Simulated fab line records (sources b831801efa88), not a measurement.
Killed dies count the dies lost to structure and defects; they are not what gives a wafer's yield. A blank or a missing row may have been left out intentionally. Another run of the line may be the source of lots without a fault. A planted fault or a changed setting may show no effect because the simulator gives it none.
fab line records | flow sfqLine
record: lots: 5 wafers: 14 lastDay: 85
route steps=325 shown C5@250 M6@251
lots untouched by any fault: they come from a run of this same line in which no faults occurred
startH: hours from the record's first day to the start of the lot's first wafer shown | waitH: how many hours have passed since the lot's step before this one | " repeats the value in the row above | L1.1+2: a single row standing in for several wafers | - either no value or no given start | * or withheld: withheld | < > ~ a bound
route shown NAME@n: names a module that has steps shown in the file, with the first one's number in the route | usual: mean/standard deviation taken from wafers without a fault | same: alike in all rows | chamber/n: place in a boat | sites: the reading at each site | _std_site: the values' standard deviation | _edge_site: mean of outer sites minus mean of inner sites | radiusMm: for every site, how far away it sits from the centre of the wafer | mask NAME#n: copy n | behind: the most recent tool/chamber to have shaped the wafer | hold: why the lot was held/for how many hours/how that ended | device: whichever transistor did not switch (one of n, p or np) | end of line: at the end of the route, the tests of the same wafers | for a step that has no rows: nothing shown but its recipe | killed: the dies lost at the first sort to structure and to defects; this is not the yield of the wafer | map: per-die view of a wafer (x killed, . not killed, _ where there is no die)
set.NAME: the setting the step ran with; set.NAME@STEP: the setting that earlier step ran with | model.NAME: the simulator's own value behind a step, which no gauge read
a table for each step, a row for each wafer; lots at some steps of the route
services: the hour from which a tool's chamber was out of use, counted from the record's first day as startH (under 0 if before that day), plus the number of hours and why
== steps ==
step: SFQ_TRILAYER_C5_STRIP_SOLV_CLEAN_156
recipe: chemistry: NMP tempC: 70 timeS: 600
step: SFQ_TRILAYER_M6_DEP_PRE_CLEAN_158
recipe: gas: Ar timeS: 22.5 biasV: 250
step: SFQ_TRILAYER_M6_DEP_SPUTTER_157
recipe: material: Nb basePressurePa: 1.33e-06 chamberPressurePa: 0.1333 substrateTempC: 20 targetThkNm: 200 powerW: 2000 timeS: 133.3
usual: throttleValvePct: 29.3/0.81
same: timeS: 133.3
columns lot.wafer tool chamber startH waitH throttleValvePct
L374.4 pvdSputter-05 - 1500.96 0.0 29.1
L374.5 " - " " 29.6
L374.6 " - " " 29.7
L382.2 pvdSputter-05 - 1542.61 0.0 29.8
L382.5 " - " " 28.8
L387.1 pvdSputter-06 - 1579.35 0.0 30.1
L387.4 " - " " 27.7
L387.6 " - " " 29.0
L388.1 pvdSputter-03 - 1581.87 0.0 30.5
L388.2 " - " " 30.1
L388.5 " - " " 28.7
L393.1 pvdSputter-06 - 1598.16 0.0 29.9
L393.2 " - " " 29.2
L393.5 " - " " 30.1
step: SFQ_M6_RS_MEAS_938
recipe: thkMeasGauge: four-point-probe reads: Nb_of_TRILAYER_M6_DEP_SPUTTER_157
usual: M6_NB_RS: 0.882/0.012
columns lot.wafer tool chamber startH waitH M6_NB_RS[ohm/sq]
L374.4 filmMetro-01 - 1501.11 0.1 0.884
L374.5 " - " " 0.869
L374.6 " - " " 0.874
L382.2 filmMetro-02 - 1542.72 0.1 0.884
L382.5 " - " " 0.898
L387.1 filmMetro-01 - 1579.44 0.0 0.893
L387.4 " - " " 0.870
L387.6 " - " " 0.884
L388.1 filmMetro-02 - 1581.96 0.0 0.905
L388.2 " - " " 0.898
L388.5 " - " " 0.896
L393.1 filmMetro-04 - 1598.25 0.0 0.863
L393.2 " - " " 0.880
L393.5 " - " " 0.891
step: SFQ_TRILAYER_M6_LITHO_COAT_164
recipe: resist: BARC spinRpm: 3000 resistThkNm: 62
step: SFQ_TRILAYER_M6_LITHO_COAT_159
recipe: resist: KrF spinRpm: 3000 resistThkNm: 600
step: SFQ_TRILAYER_M6_LITHO_SOFTBAKE_163
recipe: tempC: withheld timeS: withheld resist: KrF
step: SFQ_TRILAYER_M6_LITHO_EXPOSE_160
recipe: maskId: M6 na: 0.6 sourceShape: conventional sigmaOuter: 0.65 targetCdNm: 500 doseMj: 14.4
step: SFQ_TRILAYER_M6_LITHO_PEB_162
recipe: pebTempC: 115 pebTimeS: 60 resist: KrF
step: SFQ_TRILAYER_M6_LITHO_DEVELOP_161
recipe: timeS: 60 resist: KrF
step: SFQ_M6_OVL_MEAS_940
usual: M6_OVL: -2/5.1
columns lot.wafer tool chamber startH waitH M6_OVL[nm]
L374.4 overlay-01 - 1503.65 0.1 -8
L374.5 " - " " -4
L374.6 " - " " -2
L382.2 overlay-02 - 1668.24 0.1 -4
L382.5 " - " " 2
L387.1 overlay-01 - 1697.16 0.1 -2
L387.4 " - " " 1
L387.6 " - " " -3
L388.1 overlay-01 - 1699.56 0.1 -3
L388.2 " - " " -4
L388.5 " - " " -5
L393.1 overlay-02 - 1714.08 0.1 1
L393.2 " - " " -3
L393.5 " - " " 4
step: SFQ_TRILAYER_M6_BARC_OPEN_METAL_ETCH_206
recipe: maskMaterial: PR chemistry: O2 targetDepthNm: 125 target: BARC icpW: 600 biasW: 80 pressureMtorr: 10 timeS: 41.7
usual: drypumpMotorCurrentA: 5.9/0.46 oesProductAu: 0.684/0.0044
same: timeS: 41.7
columns lot.wafer tool chamber startH waitH drypumpMotorCurrentA oesProductAu rfHoursCounterH model.KrF_of_TRILAYER_M6_LITHO_COAT_159.thkNm
L374.4 rieMetal-01 1 1503.68 0.0 5.3 0.677 - 524.6
L374.5 " 0 " " 5.6 0.684 - 520.8
L374.6 " 1 " " 5.3 0.691 - 524
L382.2 rieMetal-04 1 1668.27 0.0 5.5 0.676 83 530.5
L382.5 " 1 " " 5.6 0.688 - 524.5
L387.1 rieMetal-03 1 1697.19 0.0 6.6 0.690 4 522.5
L387.4 " 0 " " 6.2 0.678 - 525.2
L387.6 " 0 " " 6.2 0.681 - 523.3
L388.1 rieMetal-03 1 1699.59 0.0 6.6 0.683 5 524.1
L388.2 " 0 " " 6.2 0.682 71 522.5
L388.5 " 1 " " 6.5 0.684 - 523.4
L393.1 rieMetal-03 0 1714.12 0.0 6.2 0.681 72 522.2
L393.2 " 1 " " 6.6 0.687 6 522.3
L393.5 " 0 " " 6.2 0.686 - 525.1
step: SFQ_TRILAYER_M6_ETCH_METAL_ETCH_162
recipe: target: Nb stopOn: SiO2 maskMaterial: PR chemistry: Cl2/Ar targetDepthNm: 240 icpW: 600 biasW: 80 pressureMtorr: 10 timeS: 120
usual: drypumpMotorCurrentA: 5.9/0.46 oesProductAu: 0.898/0.0089
same: timeS: 120
columns lot.wafer tool chamber startH waitH drypumpMotorCurrentA oesProductAu rfHoursCounterH model.KrF_of_TRILAYER_M6_LITHO_COAT_159.thkNm
L374.4 rieMetal-01 1 1503.77 0.1 5.3 0.895 - 387.8
L374.5 " 0 " " 5.5 0.913 - 377.7
L374.6 " 1 " " 5.3 0.905 - 387.7
L382.2 rieMetal-04 1 1668.33 0.0 5.5 0.898 83 391.2
L382.5 " 1 " " 5.6 0.888 - 383.9
L387.1 rieMetal-03 1 1697.25 0.0 6.6 0.890 4 381.6
L387.4 " 0 " " 6.2 0.901 - 385.3
L387.6 " 0 " " 6.2 0.902 - 383.2
L388.1 rieMetal-03 1 1699.65 0.0 6.6 0.892 5 382.2
L388.2 " 0 " " 6.2 0.889 71 383.2
L388.5 " 1 " " 6.6 0.886 - 383
L393.1 rieMetal-03 0 1714.18 0.0 6.2 0.911 72 384.7
L393.2 " 1 " " 6.6 0.903 6 379.4
L393.5 " 0 " " 6.2 0.894 - 386.2
step: SFQ_TRILAYER_M6_STRIP_STRIP_163
recipe: gas: O2 powerW: 200 platenTempC: 40 overashFraction: 0.65 chemistry: O2 pressureMtorr: 50
usual: drypumpMotorCurrentA: 5.9/0.46 oesProductAu: 0.995/0.013 platenTempC: 39.98/0.11
columns lot.wafer tool chamber startH waitH drypumpMotorCurrentA oesProductAu platenTempC rfHoursCounterH
L374.4 rieMetal-01 1 1504.05 0.2 5.3 0.992 39.88 -
L374.5 " 0 " " 5.6 1.011 40.05 -
L374.6 " 1 " " 5.3 0.981 40.06 -
L382.2 rieMetal-04 1 1668.45 0.1 5.5 0.992 39.92 83
L382.5 " 1 " " 5.5 1.007 40.01 -
L387.1 rieMetal-03 1 1697.38 0.1 6.5 1.014 40.00 4
L387.4 " 0 " " 6.2 1.000 40.08 -
L387.6 " 0 " " 6.2 0.990 39.95 -
L388.1 rieMetal-03 1 1699.78 0.1 6.6 0.994 40.05 5
L388.2 " 0 " " 6.2 0.981 40.06 71
L388.5 " 1 " " 6.6 0.997 40.08 -
L393.1 rieMetal-03 0 1714.30 0.1 6.2 0.991 39.88 72
L393.2 " 1 " " 6.5 1.013 40.04 6
L393.5 " 0 " " 6.3 0.989 39.92 -
== services ==
columns tool chamber startH hours kind
pvdSputter-05 - 1484.40 2.7 repair
pvdSputter-05 3 1523.04 - consumableReplace:kit
pvdSputter-05 3 1523.04 18.0 scheduledDown
pvdSputter-05 3 1523.04 18.0 ventCycle
rieMetal-04 - 1542.24 14.6 pm
rieMetal-03 0 1555.44 6.7 repair
pvdSputter-03 - 1562.74 6.2 repair
rieMetal-03 1 1566.50 1.8 repair
pvdSputter-03 - 1570.17 0.9 repair
pvdSputter-05 - 1580.75 10.1 repair
pvdSputter-05 - 1599.61 3.8 repair
rieMetal-03 - 1611.13 14.6 pm
rieMetal-03 1 1634.76 - clean
rieMetal-03 1 1634.76 - consumableReplace:focusRing
rieMetal-03 1 1634.76 23.6 scheduledDown
rieMetal-03 1 1634.76 23.6 ventCycle
rieMetal-03 - 1641.04 2.8 pm
pvdSputter-06 - 1684.52 4.4 repair
pvdSputter-06 - 1690.57 13.2 repair
rieMetal-04 - 1702.26 0.6 repair
pvdSputter-05 - 1702.45 1.7 repair
rieMetal-04 1 1703.46 21.6 repair
pvdSputter-06 - 1713.89 10.1 repair
pvdSputter-03 - 1714.19 3.8 repair
== key ==
firstSign none at tools or gauges
modelEffect: step: SFQ_TRILAYER_M6_BARC_OPEN_METAL_ETCH_206 value: KrF_of_TRILAYER_M6_LITHO_COAT_159.thkNm without: 523.5 struck: 530.5
modelEffect: step: SFQ_TRILAYER_M6_ETCH_METAL_ETCH_162 value: KrF_of_TRILAYER_M6_LITHO_COAT_159.thkNm without: 384.1 struck: 391.2
metAt SFQ_TRILAYER_M6_BARC_OPEN_METAL_ETCH_206
struckWafers L382.2
fault: kind: processParameterDrift tool: rieMetal-04 chamber: - onsetH: 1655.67 steps: SFQ_TRILAYER_M6_BARC_OPEN_METAL_ETCH_206 channel: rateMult offset: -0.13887 shape: step endH: 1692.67 scope: struckWafersOnly
